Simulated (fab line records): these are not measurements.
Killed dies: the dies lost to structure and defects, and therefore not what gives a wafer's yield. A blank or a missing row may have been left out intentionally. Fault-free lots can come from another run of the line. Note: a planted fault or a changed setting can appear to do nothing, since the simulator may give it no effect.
A struck lot beside a sound one -- flow gf180mcu -- 27 steps out of a route of 602
Sound: these wafers, L775.1, L775.3, L775.4. The struck wafers were L768.1, L768.5, L768.6. The cause comes at the end.
Each step with rows lists, per side, the tool, then ch with its chambers, then its first start. Under that, the readings that differ: sound wafers -- struck wafers -- difference of the means -- sigmas: that difference in standard deviations of wafers without a fault.
alike: words and numbers the same on both sides, and readings whose means are apart by under 2 such deviations; not compared: readings that were withheld, readings missing a value for some wafer, numbers with overlapping values and no deviation given by the record, and bounds like >300 which may hide the same value.
Wherever a step has rows on one side only, a row that says differs or no value, or a row with sigmas, the two part there. Numbers that don't overlap but have no deviation are shown without sigmas and don't part them. A reading that every wafer of one side lacks parts them only if that side has two wafers or more.

GF_NWELL_STRIP_10: strips in O2/N2.
  sound on plasma_asher-03 ch 0,1, day 7 04:49; struck on plasma_asher-02 ch 0,1, day 5 17:22
reading,sound,struck,difference,sigmas
heater_power_w (W),257 253 257,327 337 305,+67,+2
  alike: chamber_pressure_mTorr, drypump_motor_current_A, oes_product_au, strip_time_to_endpoint_s
  not compared: rf_hours_counter_h
GF_NWELL_TW_MEAS_11:
  sound: film_metro-03 at day 7 04:55; struck: film_metro-03 at day 5 17:28
  alike: NWELL_TW
then, 7 steps without rows for these wafers: GF_LVPWELL_DEHYDRATE_00 (time 60 s); GF_LVPWELL_HMDS_01 (prime time 60 s); GF_LVPWELL_COAT_02 (resist thk 3000 nm); GF_LVPWELL_SOFTBAKE_03; GF_LVPWELL_EXPOSE_04 (exposes mask LVPWELL, target cd 600 nm); GF_LVPWELL_PEB_05; GF_LVPWELL_DEVELOP_06 (develop time 60 s).
GF_LVPWELL_OVL_MEAS_07:
  sound: overlay-02 at day 7 20:05; struck: overlay-01 at day 6 08:38
  alike: LVPWELL_OVL
then, 2 steps without rows for these wafers: GF_LVPWELL_IMPLANT_08; GF_LVPWELL_IMPLANT_09.
GF_LVPWELL_STRIP_10: strips in O2/N2.
  sound on plasma_asher-02 ch 0,1, day 7 20:25; struck on plasma_asher-01 ch 0,1, day 6 08:58
  no value came back on the struck wafers for any of 5 readings (chamber_pressure_mTorr (mTorr), drypump_motor_current_A (A) and others); on the sound wafers chamber_pressure_mTorr (mTorr) reads 1498.5 1499.6 1502.2
reading,sound,struck,difference,sigmas
model.coat_of_LVPWELL_COAT_02.thk_nm (nm),0 0 0,3006 3016 3015,+3012,
  not compared: rf_hours_counter_h
GF_LVPWELL_TW_MEAS_11:
  sound: film_metro-04 at day 7 20:31; struck: film_metro-02 at day 6 09:04
  alike: LVPWELL_TW
then, 7 steps without rows for these wafers: GF_MVSD_DEHYDRATE_00 (time 60 s); GF_MVSD_HMDS_01 (prime time 60 s); GF_MVSD_COAT_02 (resist thk 3000 nm); GF_MVSD_SOFTBAKE_03; GF_MVSD_EXPOSE_04 (exposes mask MVSD, target cd 1000 nm); GF_MVSD_PEB_05; GF_MVSD_DEVELOP_06 (develop time 60 s).
GF_MVSD_OVL_MEAS_07:
  sound: overlay-01 at day 8 12:52; struck: overlay-02 at day 7 00:14
reading,sound,struck,difference,sigmas
MVSD_OVL (nm),1.5 1.2 1.4,-1.0 -1.7 -2.0,-2.9,-2
then, 2 steps without rows for these wafers: GF_MVSD_IMPLANT_08; GF_MVSD_IMPLANT_09.
GF_MVSD_STRIP_10: strips in O2/N2.
  sound on plasma_asher-04 ch 0,1, day 8 13:13; struck on plasma_asher-04 ch 0,1, day 7 00:34
reading,sound,struck,difference,sigmas
oes_product_au (a.u.),0.727 0.717 0.721,0.745 0.744 0.749,+0.024,+5
strip_time_to_endpoint_s (s),36.89 36.90 36.85,81.46 81.54 81.57,+44.64,+99 or more
  alike: chamber_pressure_mTorr, drypump_motor_current_A, heater_power_w
  not compared: rf_hours_counter_h
GF_MVSD_TW_MEAS_11:
  sound: film_metro-02 at day 8 13:19; struck: film_metro-03 at day 7 00:40
reading,sound,struck,difference,sigmas
MVSD_TW,1557 1560 1558,30 30 30,-1528,-96
then, 1 step without rows for these wafers: GF_MVPSD_DEHYDRATE_00 (time 60 s).

## WHERE THEY PART
Earliest at GF_NWELL_STRIP_10; latest, in this record, at GF_MVSD_TW_MEAS_11.

WHY: what had been put in by the simulator
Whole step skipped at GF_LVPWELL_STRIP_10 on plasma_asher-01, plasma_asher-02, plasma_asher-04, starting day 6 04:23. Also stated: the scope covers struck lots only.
